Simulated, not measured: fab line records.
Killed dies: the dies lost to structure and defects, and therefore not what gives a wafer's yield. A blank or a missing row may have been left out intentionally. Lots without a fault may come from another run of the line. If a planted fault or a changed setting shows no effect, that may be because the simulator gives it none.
A single fault, viewed from 2 desks / flow sky130 / each desk holds nothing but its own numbers, with what lay behind them at the end

== THE TOOL OWNER'S DESK: furnace-01 ==
The tool's own readings at SKY_POLY_GATE_OXIDATION_20 (stabilise 600 s, purge 300 s, target thk 4 nm): means of the sampled wafers that have a number, for each lot that ran on this tool. If a lot's mean is further than 4 standard deviations from the usual mean, the lot is out of limits and carries the mark OUT (the distance appears in the brackets).
Columns: A = spike_tc_bottom_C at SKY_POLY_GATE_OXIDATION_20, usual 866.8 C; B = spike_tc_centre_C at SKY_POLY_GATE_OXIDATION_20, usual 851.0 C; C = spike_tc_lower_C at SKY_POLY_GATE_OXIDATION_20, usual 850.2 C; D = spike_tc_top_C at SKY_POLY_GATE_OXIDATION_20, usual 862.4 C; E = spike_tc_upper_C at SKY_POLY_GATE_OXIDATION_20, usual 848.3 C; F = zone_power_bottom_pct at SKY_POLY_GATE_OXIDATION_20, usual 23.4 %; G = zone_power_lower_pct at SKY_POLY_GATE_OXIDATION_20, usual 15.5 %
lot=L686; first seen here=day 18 07:38; A=865.1; B=850.2; C=849.0; D=864.0; E=847.4; F=23.6; G=16.6
lot=L687; first seen here=day 19 04:07; A=865.9; B=851.4; C=848.5; D=864.9; E=849.3; F=23.6; G=16.8
lot=L692; first seen here=day 20 15:36; A=885.9 (+9.1) OUT; B=872.2 (+21) OUT; C=871.8 (+22) OUT; D=886.1 (+8.2) OUT; E=869.8 (+18) OUT; F=25.0; G=17.5
lot=L693; first seen here=day 20 18:04; A=887.6 (+9.9) OUT; B=872.4 (+21) OUT; C=872.0 (+22) OUT; D=886.7 (+8.4) OUT; E=869.5 (+18) OUT; F=25.0 (+4.0) OUT; G=17.5
lot=L702; first seen here=day 24 00:21; A=866.1; B=850.9; C=850.1; D=865.7; E=846.7; F=23.7; G=16.8
lot=L703; first seen here=day 24 04:54; A=866.2; B=850.3; C=850.0; D=865.5; E=847.3; F=23.7; G=16.6
lot=L704; first seen here=day 24 11:27; A=864.1; B=851.1; C=850.1; D=864.9; E=847.9; F=23.4; G=16.6
This desk's verdict: out of limits on L692, L693, starting with L692 at day 20 15:36 (spike_tc_bottom_C at SKY_POLY_GATE_OXIDATION_20). L686, L687, L702, L703, L704: within limits.

== THE METROLOGY DESK ==
What the gauges read, lot by lot, whatever tool the lot ran on: means of the sampled wafers that have a number. If a lot's mean is further than 4 standard deviations from the usual mean, the lot is out of limits and carries the mark OUT (the distance appears in the brackets).
Columns: A = SONOS_ONO_OVL at SKY_SONOS_ONO_OVL_MEAS_14, usual 0.7 nm; B = POLY_GATE_OVL at SKY_POLY_GATE_OVL_MEAS_14, usual -1 nm; C = POLY_GATE_OXIDATION_THK at SKY_POLY_GATE_THK_MEAS_21, usual 3.95 nm
lot=L681; first seen here=day 13 09:29; A=-1.1; B=2; C=3.93
lot=L682; first seen here=day 13 16:02; A=-0.1; B=9; C=3.97
lot=L686; first seen here=day 14 11:11; A=2.2; B=1; C=4.06
lot=L687; first seen here=day 15 03:05; A=0.6; B=-2; C=3.90
lot=L692; first seen here=day 16 10:55; A=2.1; B=4; C=5.23 (+18) OUT
lot=L693; first seen here=day 16 14:38; A=0.1; B=-5; C=5.30 (+18) OUT
lot=L694; first seen here=day 16 21:14; A=0.4; B=-4; C=3.98
lot=L699; first seen here=day 18 19:25; A=0.1; B=-5; C=3.92
lot=L700; first seen here=day 18 20:31; A=1.0; B=2; C=3.88
lot=L702; first seen here=day 19 21:22; A=2.4; B=-6; C=3.93
lot=L703; first seen here=day 20 02:03; A=-0.3; B=2; C=4.07
lot=L704; first seen here=day 20 11:49; A=-0.1; B=-15; C=3.98
Per this desk, out of limits: L692, L693; the first was L692, day 20 16:51 (POLY_GATE_OXIDATION_THK at SKY_POLY_GATE_THK_MEAS_21). L681, L682, L686, L687, L694, L699, L700, L702, L703, L704: within limits.

== ALL TOGETHER ==
On L692, L693, at day 20 15:36, an alarm was possible from the tool owner's desk.
On L692, L693, the metrology desk was in a position to raise an alarm at day 20 16:51.
On furnace-01, each named lot ran SKY_POLY_GATE_OXIDATION_20.

== WHAT THE SIMULATOR HAD INSERTED ==
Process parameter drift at SKY_POLY_GATE_OXIDATION_20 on furnace-01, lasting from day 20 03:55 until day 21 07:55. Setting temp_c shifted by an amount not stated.
Shown lots that were struck: L692, L693.
Hours from the fault's start to each desk's first reading out of limits: the tool owner's desk, 12; the metrology desk, 13.
